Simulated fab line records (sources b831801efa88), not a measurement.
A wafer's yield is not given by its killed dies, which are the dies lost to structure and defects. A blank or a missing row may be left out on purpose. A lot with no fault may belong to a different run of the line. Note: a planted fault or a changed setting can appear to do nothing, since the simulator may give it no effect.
fab line records	flow sky130	part 2 of 2: steps 26 to 34 of 34
record: lots: 5	wafers: 15	last-day: 50
route steps=708 shown VIA1@476 METAL2@483 VIA2@507
lots that met no fault: from a run of the same line without faults
start-h: hours from the record's first day to the start of the lot's first wafer shown	wait-h: hours elapsed since this lot's preceding step	" unchanged from the row above	L1.1+2: a row that stands for several wafers	- no value, or no start was given	* or withheld: withheld	< > ~ a bound
route shown NAME@n: names a module that has steps shown in the file, with the first one's number in the route	usual: the fault-free wafers' mean and standard deviation	same: alike in all rows	chamber/n: place in a boat	sites: per-site readings	_std_site: standard deviation across them	_edge_site: mean of outer sites minus mean of inner sites	radius-mm: how far each site lies from the wafer's centre	mask NAME#n: copy n	behind: the last tool/chamber to shape the wafer	hold: the reason the lot was held/the length of the hold in hours/how it ended	device: the n, p or np transistor that did not switch	end of line: tests of these same wafers at the route's end	where a step has no rows: the recipe by itself	killed: count of dies lost to structure and defects at first sort (not the wafer's yield)	map: a wafer's dies, marking killed ones x, the rest . and places with no die _
set.NAME: the setting the step ran with; set.NAME@STEP: the setting that earlier step ran with	model.NAME: the simulator's own value behind a step, which no gauge read
a table for each step, a row for each wafer; lots at some steps of the route
services: a tool's chamber out of use, with start hour (start-h, from the record's first day; less than 0 if before it), hours out, and reason
== steps ==
step: SKY_METAL2_ETCH_18
recipe: chemistry: N2/H2	target: BARC	ion-energy-ev: 200	bias-w: 100	pressure-mtorr: 30	n2-flow-sccm: 100	h2-flow-sccm: 200	icp-w: 500	stop-on: SiO2	time-s: 45.9	target-depth-a: 600
usual: drypump-motor-current-A: 5.73/0.28	he-backside-leak-sccm: 3.26/0.2	oes-product-au: 0.854/0.0048	throttle-valve-pct: 13.225/0.0091
same: time-s: 45.9
lot.wafer	tool	chamber	start-h	wait-h	drypump-motor-current-A	he-backside-leak-sccm	oes-product-au	rf-hours-counter-h	throttle-valve-pct
L074.1	rie-metal-02	1	813.99	0.0	5.72	3.08	0.849	8	13.242
L074.3	"	1	"	"	5.72	3.11	0.854	-	13.234
L074.6	"	0	"	"	5.35	3.37	0.856	-	13.229
L085.1	rie-metal-04	0	922.47	0.1	6.30	3.50	0.858	6	13.223
L085.4	"	0	"	"	6.31	3.34	0.858	-	13.205
L085.5	"	0	"	"	6.30	3.38	0.851	-	13.220
L086.2	rie-metal-03	1	925.89	0.0	5.74	3.17	0.851	13	13.224
L086.4	"	0	"	"	5.81	3.10	0.855	-	13.225
L086.6	"	0	"	"	5.82	3.43	0.863	-	13.218
L093.2	rie-metal-03	0	971.49	0.0	5.74	3.29	0.858	7	13.215
L093.3	"	0	"	"	5.80	3.19	0.860	-	13.225
L093.6	"	0	"	"	5.80	3.23	0.860	-	13.229
L094.1	rie-metal-02	1	973.84	0.0	5.72	3.19	0.856	17	13.232
L094.2	"	0	"	"	5.36	3.35	0.850	4	13.217
L094.5	"	1	"	"	5.72	3.27	0.855	-	13.210
step: SKY_METAL2_METAL_ETCH_19
recipe: target-depth-a: 3600	stop-on: SiO2	over-etch-frac: 0.3	time-s: 78	chemistry: Cl2/BCl3	resist-sidewall-deg: 88	pressure-mtorr: 10	icp-w: 900	bias-w: 48.5	Cl2_flow_sccm: 60	bcl3-flow-sccm: 30
usual: drypump-motor-current-A: 5.72/0.29	he-backside-leak-sccm: 3.28/0.25	oes-product-au: 0.854/0.0062	throttle-valve-pct: 22.263/0.0091
same: time-s: 78
lot.wafer	tool	chamber	start-h	wait-h	drypump-motor-current-A	he-backside-leak-sccm	oes-product-au	rf-hours-counter-h	throttle-valve-pct
L074.1	rie-metal-02	1	814.05	0.0	5.71	3.14	0.846	8	22.273
L074.3	"	1	"	"	5.73	3.33	0.852	-	22.272
L074.6	"	0	"	"	5.32	3.49	0.850	-	22.261
L085.1	rie-metal-04	0	922.60	0.1	6.28	3.11	0.848	6	22.261
L085.4	"	0	"	"	6.28	3.47	0.856	-	22.252
L085.5	"	0	"	"	6.29	3.26	0.853	-	22.260
L086.2	rie-metal-03	1	925.95	0.0	5.69	3.20	0.846	13	22.278
L086.4	"	0	"	"	5.85	3.13	0.847	-	22.267
L086.6	"	0	"	"	5.81	3.12	0.851	-	22.243
L093.2	rie-metal-03	0	971.55	0.0	5.77	3.11	0.855	7	22.251
L093.3	"	0	"	"	5.78	3.15	0.852	-	22.251
L093.6	"	0	"	"	5.81	2.97	0.858	-	22.271
L094.1	rie-metal-02	1	973.90	0.0	5.69	3.34	0.853	17	22.267
L094.2	"	0	"	"	5.35	3.41	0.859	4	22.262
L094.5	"	1	"	"	5.70	3.26	0.868	-	22.244
step: SKY_METAL2_STRIP_20
recipe: chemistry: O2/N2	power-w: 1400	pressure-mtorr: 1500	platen-temp-c: withheld	o2-flow-sccm: 3000	n2-flow-sccm: 300	overash-fraction: 0.5
usual: drypump-motor-current-A: 6.2/0.34	oes-product-au: 0.342/0.0044	strip-time-to-endpoint-s: 2.685/0.028
lot.wafer	tool	chamber	start-h	wait-h	drypump-motor-current-A	oes-product-au	rf-hours-counter-h	strip-time-to-endpoint-s
L074.1	plasma-asher-02	1	814.14	0.1	6.0	0.332	99	2.648
L074.3	"	0	"	"	6.3	0.347	-	2.680
L074.6	"	0	"	"	6.3	0.341	-	2.668
L085.1	plasma-asher-04	0	922.78	0.1	6.8	0.347	53	2.701
L085.4	"	0	"	"	6.8	0.343	-	2.716
L085.5	"	1	"	"	5.8	0.344	-	2.694
L086.2	plasma-asher-02	1	926.04	0.1	6.0	0.343	110	2.707
L086.4	"	0	"	"	6.4	0.341	-	2.697
L086.6	"	0	"	"	6.4	0.353	-	2.723
L093.2	plasma-asher-03	1	971.64	0.1	6.0	0.339	21	2.626
L093.3	"	0	"	"	6.1	0.341	-	2.648
L093.6	"	0	"	"	6.1	0.347	-	2.653
L094.1	plasma-asher-04	1	973.99	0.1	5.8	0.346	58	2.713
L094.2	"	0	"	"	6.8	0.348	58	2.767
L094.5	"	1	"	"	5.8	0.347	-	2.721
step: SKY_METAL2_STRIP_21
recipe: chemistry: post-etch-residue-remover	time-s: 1200	temp-c: 72.5
same: time-s: 1200
lot.wafer	tool	chamber	start-h	wait-h
L074.1+3+6	wet-bench-02	3	814.24	0.1
L085.1+4+5	wet-bench-03	1	922.88	0.1
L086.2+4+6	wet-bench-03	2	926.14	0.1
L093.2+3+6	wet-bench-04	0	971.74	0.1
L094.1+2+5	wet-bench-04	3	974.09	0.1
step: SKY_METAL2_CLEAN_22
recipe: chemistry: IPA	time-s: 180	temp-c: 25
same: time-s: 180
lot.wafer	tool	chamber	start-h	wait-h
L074.1+3+6	wet-bench-03	1	814.61	0.0
L085.1+4+5	wet-bench-02	1	923.22	0.0
L086.2+4+6	wet-bench-04	0	926.48	0.0
L093.2+3+6	wet-bench-02	2	972.15	0.0
L094.1+2+5	wet-bench-02	0	974.50	0.0
step: SKY_METAL2_CLEAN_23
recipe: chemistry: O3/DIW	dry: n2-spin
lot.wafer	tool	chamber	start-h	wait-h
L074.1+3+6	wet-bench-02	0	814.68	0.0
L085.1+4+5	wet-bench-03	3	923.28	0.0
L086.2+4+6	wet-bench-03	0	926.54	0.0
L093.2+3+6	wet-bench-02	3	972.21	0.0
L094.1+2+5	wet-bench-02	0	974.56	0.0
step: SKY_VIA2_HDPCVD_00
recipe: material: SiO2	target-thk-nm: 1180	sigma-open-frac: 0.3	time-s: 196.7	temp-c: 400	sih4-flow-sccm: 60	pressure-mtorr: 6
usual: pressure-mtorr: 6.001/0.011
same: time-s: 196.7
lot.wafer	tool	chamber	start-h	wait-h	pressure-mtorr
L074.1	hdpcvd-01	0	814.77	0.0	6.002
L074.3	"	2	"	"	5.999
L074.6	"	1	"	"	6.006
L085.1	hdpcvd-01	1	923.37	0.0	6.010
L085.4	"	1	"	"	6.014
L085.5	"	0	"	"	5.997
L086.2	hdpcvd-02	2	926.63	0.0	5.983
L086.4	"	0	"	"	5.972
L086.6	"	2	"	"	5.997
L093.2	hdpcvd-01	1	972.30	0.0	5.988
L093.3	"	0	"	"	5.996
L093.6	"	2	"	"	6.019
L094.1	hdpcvd-02	1	974.66	0.0	5.999
L094.2	"	0	"	"	5.990
L094.5	"	1	"	"	6.008
step: SKY_VIA2_THK_MEAS_01
recipe: reads: SiO2_of_VIA2_HDPCVD_00
usual: VIA2_HDPCVD_THK: 1175/14
lot.wafer	tool	chamber	start-h	wait-h	VIA2_HDPCVD_THK[nm]
L074.1	film-metro-03	-	814.90	0.1	1168
L074.3	"	-	"	"	1178
L074.6	"	-	"	"	1178
L085.1	film-metro-02	-	923.49	0.1	1176
L085.4	"	-	"	"	1173
L085.5	"	-	"	"	1180
L086.2	film-metro-03	-	926.77	0.1	1180
L086.4	"	-	"	"	1176
L086.6	"	-	"	"	1168
L093.2	film-metro-03	-	972.44	0.1	1178
L093.3	"	-	"	"	1173
L093.6	"	-	"	"	1180
L094.1	film-metro-03	-	974.79	0.1	1163
L094.2	"	-	"	"	1172
L094.5	"	-	"	"	1158
step: SKY_VIA2_CMP_02
recipe: material: SiO2	down-force-psi: 4	platen-rpm: 60	pad-velocity-m-s: 0.94248
usual: motor-current-A: 12.1/1.2	slurry-flow-ml-min: 150.1/0.44
lot.wafer	tool	chamber	start-h	wait-h	motor-current-A	slurry-flow-ml-min
L074.1	cmp-01	2	815.06	0.1	14.2	150.1
L074.3	"	3	"	"	13.0	150.5
L074.6	"	0	"	"	11.0	150.0
L085.1	cmp-02	0	923.75	0.2	9.4	150.4
L085.4	"	2	"	"	12.6	149.4
L085.5	"	0	"	"	10.2	149.8
L086.2	cmp-01	1	926.87	0.1	11.7	150.0
L086.4	"	2	"	"	13.3	150.5
L086.6	"	0	"	"	11.7	150.7
L093.2	cmp-02	1	972.49	0.0	10.6	149.3
L093.3	"	0	"	"	9.7	149.5
L093.6	"	1	"	"	12.2	149.7
L094.1	cmp-02	0	974.95	0.1	10.2	150.2
L094.2	"	1	"	"	11.3	150.1
L094.5	"	3	"	"	13.2	149.9
== services ==
tool	chamber	start-h	hours	kind
wet-bench-03	-	765.64	3.8	repair
cmp-02	-	766.55	1.9	repair
cmp-01	-	774.06	1.8	repair
krf-scanner-02	-	774.49	0.8	pm
krf-scanner-02	-	777.08	3.6	pm
rie-metal-02	-	781.90	2.6	repair
cmp-02	-	806.96	1.1	repair
wet-bench-01	-	810.99	6.3	repair
wet-bench-03	-	833.19	1.9	repair
rie-metal-04	-	833.93	28.1	pm
pvd-sputter-04	-	839.25	4.5	repair
wet-bench-04	-	844.44	2.1	repair
cvd-w-02	-	847.89	2.8	pm
pvd-sputter-02	-	848.07	10.6	repair
rie-metal-03	-	854.15	0.3	repair
pvd-sputter-01	-	883.18	0.5	repair
cmp-01	-	884.93	12.3	pm
rie-metal-02	1	885.34	4.2	repair
cmp-02	-	902.09	2.6	repair
cmp-02	-	912.00	4.0	pm
pvd-sputter-02	-	919.41	1.2	repair
wet-bench-02	-	930.41	0.9	repair
cmp-01	-	942.26	0.4	repair
pvd-sputter-01	-	943.94	2.7	repair
